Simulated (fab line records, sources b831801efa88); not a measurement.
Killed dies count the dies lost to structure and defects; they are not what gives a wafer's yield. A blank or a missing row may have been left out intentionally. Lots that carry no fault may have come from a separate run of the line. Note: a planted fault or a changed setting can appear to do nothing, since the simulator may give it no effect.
Shared-tool check || flow sky130 || Sampled: 11 lots, 33 wafers

THE REASON FOR OPENING IT
2 of 11 lots carry a flag on the reading CONTACT_CVD_00_THK at SKY_CONTACT_THK_MEAS_01. Wafers without a fault read 74.9 nm, standard deviation 0.88.
Rule: a lot is flagged when every wafer of it that has a number lies more than 4 standard deviations from that mean, or none has a number. The other lots count as sound.

{"lot": "L579", "measured": "day 30 14:16", "on": "film metro-04", "CONTACT_CVD_00_THK (nm), wafer by wafer": "75.4 76.5 75.7", "flag": ""}
{"lot": "L582", "measured": "day 32 20:06", "on": "film metro-04", "CONTACT_CVD_00_THK (nm), wafer by wafer": "73.7 76.5 76.1", "flag": ""}
{"lot": "L584", "measured": "day 32 23:26", "on": "film metro-02", "CONTACT_CVD_00_THK (nm), wafer by wafer": "74.0 73.4 74.7", "flag": ""}
{"lot": "L585", "measured": "day 32 23:35", "on": "film metro-02", "CONTACT_CVD_00_THK (nm), wafer by wafer": "74.9 76.3 76.7", "flag": ""}
{"lot": "L583", "measured": "day 33 00:44", "on": "film metro-02", "CONTACT_CVD_00_THK (nm), wafer by wafer": "73.6 74.6 75.0", "flag": ""}
{"lot": "L586", "measured": "day 33 04:08", "on": "film metro-04", "CONTACT_CVD_00_THK (nm), wafer by wafer": "73.8 74.3 75.5", "flag": ""}
{"lot": "L588", "measured": "day 34 05:07", "on": "film metro-04", "CONTACT_CVD_00_THK (nm), wafer by wafer": "73.9 74.3 74.5", "flag": ""}
{"lot": "L591", "measured": "day 34 15:32", "on": "film metro-02", "CONTACT_CVD_00_THK (nm), wafer by wafer": "149.3 149.5 152.0", "flag": "FLAGGED"}
{"lot": "L594", "measured": "day 35 17:01", "on": "film metro-02", "CONTACT_CVD_00_THK (nm), wafer by wafer": "149.7 151.9 152.7", "flag": "FLAGGED"}
{"lot": "L598", "measured": "day 36 16:25", "on": "film metro-02", "CONTACT_CVD_00_THK (nm), wafer by wafer": "75.2 76.0 76.1", "flag": ""}
{"lot": "L599", "measured": "day 36 20:25", "on": "film metro-01", "CONTACT_CVD_00_THK (nm), wafer by wafer": "74.3 75.1 76.1", "flag": ""}
Average over the flagged lots: 150.8 nm; offset from the usual +75.9 nm, equal to +86 standard deviations.

EACH LOT AND THE TOOL IT RAN ON
The record holds 3 process steps before the reading, out of a route of 708 steps. Each cell gives the tool, then ch followed by the chambers the sampled wafers passed through, then the start.
{"lot": "L579", "flag": "", "SKY_SD_N_RTA_14": "rtp anneal-01 ch 0, day 28 01:31", "SKY_LI_CONTACT_SPUTTER_19": "pvd sputter-03, day 29 08:13", "SKY_CONTACT_CVD_00": "pecvd-01 ch 0,1, day 30 14:13"}
{"lot": "L582", "flag": "", "SKY_SD_N_RTA_14": "rtp anneal-02 ch 0, day 30 10:03", "SKY_LI_CONTACT_SPUTTER_19": "pvd sputter-03, day 31 14:58", "SKY_CONTACT_CVD_00": "pecvd-01 ch 0,1,2, day 32 20:03"}
{"lot": "L584", "flag": "", "SKY_SD_N_RTA_14": "rtp anneal-01 ch 0, day 30 13:14", "SKY_LI_CONTACT_SPUTTER_19": "pvd sputter-01, day 31 18:27", "SKY_CONTACT_CVD_00": "pecvd-02 ch 0,2, day 32 23:24"}
{"lot": "L585", "flag": "", "SKY_SD_N_RTA_14": "rtp anneal-02 ch 0, day 30 14:01", "SKY_LI_CONTACT_SPUTTER_19": "pvd sputter-01, day 31 18:56", "SKY_CONTACT_CVD_00": "pecvd-01 ch 0,1,2, day 32 23:33"}
{"lot": "L583", "flag": "", "SKY_SD_N_RTA_14": "rtp anneal-01 ch 0, day 30 14:45", "SKY_LI_CONTACT_SPUTTER_19": "pvd sputter-01, day 31 19:40", "SKY_CONTACT_CVD_00": "pecvd-02 ch 1,2, day 33 00:42"}
{"lot": "L586", "flag": "", "SKY_SD_N_RTA_14": "rtp anneal-02 ch 0, day 30 18:03", "SKY_LI_CONTACT_SPUTTER_19": "pvd sputter-03, day 31 23:00", "SKY_CONTACT_CVD_00": "pecvd-03 ch 0,1,2, day 33 04:06"}
{"lot": "L588", "flag": "", "SKY_SD_N_RTA_14": "rtp anneal-01 ch 0, day 31 19:26", "SKY_LI_CONTACT_SPUTTER_19": "pvd sputter-03, day 33 00:04", "SKY_CONTACT_CVD_00": "pecvd-02 ch 0,2, day 34 05:05"}
{"lot": "L591", "flag": "FLAGGED", "SKY_SD_N_RTA_14": "rtp anneal-01 ch 0, day 32 06:45", "SKY_LI_CONTACT_SPUTTER_19": "pvd sputter-04, day 33 11:03", "SKY_CONTACT_CVD_00": "pecvd-03 ch 0,1,2, day 34 15:00"}
{"lot": "L594", "flag": "FLAGGED", "SKY_SD_N_RTA_14": "rtp anneal-02 ch 0, day 33 07:52", "SKY_LI_CONTACT_SPUTTER_19": "pvd sputter-04, day 34 12:10", "SKY_CONTACT_CVD_00": "pecvd-03 ch 0,2, day 35 16:00"}
{"lot": "L598", "flag": "", "SKY_SD_N_RTA_14": "rtp anneal-02 ch 0, day 34 08:16", "SKY_LI_CONTACT_SPUTTER_19": "pvd sputter-04, day 35 12:04", "SKY_CONTACT_CVD_00": "pecvd-03 ch 0,2, day 36 16:22"}
{"lot": "L599", "flag": "", "SKY_SD_N_RTA_14": "rtp anneal-01 ch 0, day 34 12:19", "SKY_LI_CONTACT_SPUTTER_19": "pvd sputter-03, day 35 16:44", "SKY_CONTACT_CVD_00": "pecvd-03 ch 0,2, day 36 20:23"}
What is done by these steps:
- SKY_SD_N_RTA_14: time 2 s.
- SKY_LI_CONTACT_SPUTTER_19: material Ti, target thk 20 nm, time 106.37 s.
- SKY_CONTACT_CVD_00: deposits Si3N4, target thk 75 nm.
- SKY_CONTACT_THK_MEAS_01

FLAGGED AGAINST TOTAL, ONE TOOL AT A TIME (gauges that did the reading follow at the end)
{"step": "SKY_SD_N_RTA_14", "tool": "rtp anneal-01", "lots run": 6, "flagged": 1, "share of the flagged lots": "some", "sound lots run after its first flagged lot": "1 (L599)"}
{"step": "SKY_SD_N_RTA_14", "tool": "rtp anneal-02", "lots run": 5, "flagged": 1, "share of the flagged lots": "some", "sound lots run after its first flagged lot": "1 (L598)"}
{"step": "SKY_LI_CONTACT_SPUTTER_19", "tool": "pvd sputter-01", "lots run": 3, "flagged": 0, "share of the flagged lots": "none", "sound lots run after its first flagged lot": "-"}
{"step": "SKY_LI_CONTACT_SPUTTER_19", "tool": "pvd sputter-03", "lots run": 5, "flagged": 0, "share of the flagged lots": "none", "sound lots run after its first flagged lot": "-"}
{"step": "SKY_LI_CONTACT_SPUTTER_19", "tool": "pvd sputter-04", "lots run": 3, "flagged": 2, "share of the flagged lots": "all", "sound lots run after its first flagged lot": "1 (L598)"}
{"step": "SKY_CONTACT_CVD_00", "tool": "pecvd-01", "lots run": 3, "flagged": 0, "share of the flagged lots": "none", "sound lots run after its first flagged lot": "-"}
{"step": "SKY_CONTACT_CVD_00", "tool": "pecvd-02", "lots run": 3, "flagged": 0, "share of the flagged lots": "none", "sound lots run after its first flagged lot": "-"}
{"step": "SKY_CONTACT_CVD_00", "tool": "pecvd-03", "lots run": 5, "flagged": 2, "share of the flagged lots": "all", "sound lots run after its first flagged lot": "2 (L598,L599)"}
{"step": "SKY_CONTACT_THK_MEAS_01", "tool": "film metro-01", "lots run": 1, "flagged": 0, "share of the flagged lots": "none", "sound lots run after its first flagged lot": "-"}
{"step": "SKY_CONTACT_THK_MEAS_01", "tool": "film metro-02", "lots run": 6, "flagged": 2, "share of the flagged lots": "all", "sound lots run after its first flagged lot": "1 (L598)"}
{"step": "SKY_CONTACT_THK_MEAS_01", "tool": "film metro-04", "lots run": 4, "flagged": 0, "share of the flagged lots": "none", "sound lots run after its first flagged lot": "-"}

WHAT IS ALLOWED BY THE TABLE
In the table, 3 rows ran each flagged lot (pvd sputter-04 at SKY_LI_CONTACT_SPUTTER_19; pecvd-03 at SKY_CONTACT_CVD_00; film metro-02 at SKY_CONTACT_THK_MEAS_01).
- pvd sputter-04 at SKY_LI_CONTACT_SPUTTER_19: 2 of its 3 lots flagged. Sound lots followed the first flagged one (L598) on it, something a lasting fault affecting the whole tool could not allow.
- pecvd-03 at SKY_CONTACT_CVD_00: 2 of its 5 lots flagged. Sound lots followed the first flagged one (L598, L599) on it, something a lasting fault affecting the whole tool could not allow.
- film metro-02 at SKY_CONTACT_THK_MEAS_01: 2 of its 6 lots flagged. Sound lots followed the first flagged one (L598) on it, something a lasting fault affecting the whole tool could not allow.
Every row of the table either missed a flagged lot or ran a sound lot after the first.

WHAT THE SIMULATOR HAD INSERTED
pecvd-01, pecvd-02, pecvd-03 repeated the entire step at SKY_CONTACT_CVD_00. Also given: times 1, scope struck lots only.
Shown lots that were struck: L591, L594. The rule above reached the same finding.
